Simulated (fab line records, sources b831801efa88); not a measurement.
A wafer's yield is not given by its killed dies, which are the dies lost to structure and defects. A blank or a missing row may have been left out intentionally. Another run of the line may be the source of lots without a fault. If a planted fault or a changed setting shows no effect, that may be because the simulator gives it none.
Which of the tools did it?    flow sky130    42 wafers sampled from 14 lots at 1 step of a route of 708

## WHAT EACH GAUGE READ, for each wafer
SKY_VT_ADJUST_PCH_OVL_MEAS_07.
lot   measured      on          VT_ADJUST_PCH_OVL (nm)
L223  day 10 14:27  overlay-01  -0.2 0.5 -1.7
L224  day 10 19:33  overlay-01  -2.7 -2.5 -1.3
L225  day 11 03:38  overlay-01  -3.9 -3.1 -3.5
L226  day 11 12:08  overlay-02  -1.9 -3.9 -2.5
L228  day 12 02:48  overlay-02  -1.8 -1.4 -1.4
L229  day 12 15:39  overlay-02  -0.7 -1.2 -0.7
L230  day 12 23:38  overlay-02  -2.3 -1.8 -3.1
L232  day 13 13:04  overlay-01  -3.4 -3.8 -4.1
L239  day 16 04:05  overlay-02  -4.1 -2.7 -3.6
L240  day 16 05:39  overlay-02  -0.6 -0.2 -0.7
L241  day 16 20:12  overlay-02  -4.6 -4.2 -2.9
L242  day 16 21:55  overlay-01  -0.5 -0.4 -2.0
L244  day 17 13:32  overlay-02  -1.6 -2.0 -2.2
L245  day 17 19:34  overlay-02  -1.1 -1.3 -3.0

## TOOL THAT RAN EACH LOT (tool first, then ch and the chambers of the sampled wafers, then the start)
There is no process step in the record ahead of these readings.

## AS READ BY THE TOOLS THEMSELVES (means over the sampled wafers that have a number; for cases with no such wafer, the mark the record gives instead)
The record holds no such reading with a usual standard deviation.

## THE ANSWER, worked out from the rows above alone
Rule: what is usual is taken from the lots themselves. Put in order of their means at a reading, lots are off if they are a third of the lots or fewer, leave a main group of 4 or more, and stand apart from it by a gap of 3 or more times the standard deviation of the main group's means; of several such gaps the widest counts. A main group whose means are all the same, to the digits that the tables above print for the reading, isn't used. Also off: a lot with no number at a reading for which 4 or more lots have one. The other lots that the step has rows for count as sound. Order of review: gauges by route order, followed by the tools' own readings, for which a lot's mean as printed above is used. At the first step where some lot is off, the reading lying furthest off is the one used; lots without a number count as furthest.
Across all readings shown, no lot is off: no conclusion can be drawn from this.

## WHAT THE SIMULATOR HAD INSERTED
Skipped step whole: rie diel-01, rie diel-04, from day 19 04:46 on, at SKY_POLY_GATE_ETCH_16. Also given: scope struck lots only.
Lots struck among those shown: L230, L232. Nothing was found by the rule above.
